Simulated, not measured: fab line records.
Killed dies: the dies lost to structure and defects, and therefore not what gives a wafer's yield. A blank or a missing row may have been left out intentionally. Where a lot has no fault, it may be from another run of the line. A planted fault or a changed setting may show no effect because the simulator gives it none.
2 desks looking at one fault || flow sky130 || each desk has only its own numbers; what lay behind them comes last

## DESK OF THE TOOL OWNER: pvd_sputter-03
At SKY_VIA2_SPUTTER_20 (material TiN, target thk 20 nm, time 80 s) the tool's own readings: per lot run on this tool, the mean of the sampled wafers that have a number. If a lot's mean is further than 4 standard deviations from the usual mean, the lot is out of limits and carries the mark OUT (the distance appears in the brackets).
Columns: A = throttle_valve_pct at SKY_VIA2_SPUTTER_20, usual 29.8 %
{"lot": "L456", "first seen here": "day 38 01:19", "A": 30.6}
{"lot": "L457", "first seen here": "day 38 18:48", "A": 30.7}
{"lot": "L460", "first seen here": "day 39 04:56", "A": 30.1}
{"lot": "L461", "first seen here": "day 40 01:56", "A": 30.3}
{"lot": "L463", "first seen here": "day 40 05:45", "A": 30.3}
{"lot": "L467", "first seen here": "day 41 12:43", "A": 30.3}
This desk's verdict: no lot among the 6 shows anything out of limits.

## AT THE METROLOGY DESK
Means of the sampled wafers that have a number, per lot and without regard to the tool the lot ran on: this is what the gauges read. If a lot's mean is further than 4 standard deviations from the usual mean, the lot is out of limits and carries the mark OUT (the distance appears in the brackets).
Columns: A = METAL5_ALCU_RS at SKY_METAL5_RS_MEAS_05, usual 0.0283 ohm/sq
{"lot": "L456", "first seen here": "day 44 14:48", "A": 0.0284}
{"lot": "L457", "first seen here": "day 45 06:49", "A": 0.0287}
{"lot": "L458", "first seen here": "day 45 11:57", "A": 0.0281}
{"lot": "L459", "first seen here": "day 45 12:30", "A": 0.0288}
{"lot": "L460", "first seen here": "day 45 14:09", "A": 0.0280}
{"lot": "L461", "first seen here": "day 46 08:38", "A": 0.0286}
{"lot": "L463", "first seen here": "day 46 11:38", "A": 0.0288}
{"lot": "L467", "first seen here": "day 47 15:24", "A": 0.0285}
{"lot": "L469", "first seen here": "day 48 03:43", "A": 0.0281}
{"lot": "L472", "first seen here": "day 48 11:47", "A": 0.0281}
{"lot": "L474", "first seen here": "day 49 02:46", "A": 0.0286}
{"lot": "L475", "first seen here": "day 49 14:27", "A": 0.0285}
This desk's verdict: no lot among the 12 shows anything out of limits.

## TAKEN TOGETHER
Nothing out of limits was seen by the tool owner's desk.
Nothing out of limits was seen by the metrology desk.

## WHAT THE SIMULATOR HAD INSERTED
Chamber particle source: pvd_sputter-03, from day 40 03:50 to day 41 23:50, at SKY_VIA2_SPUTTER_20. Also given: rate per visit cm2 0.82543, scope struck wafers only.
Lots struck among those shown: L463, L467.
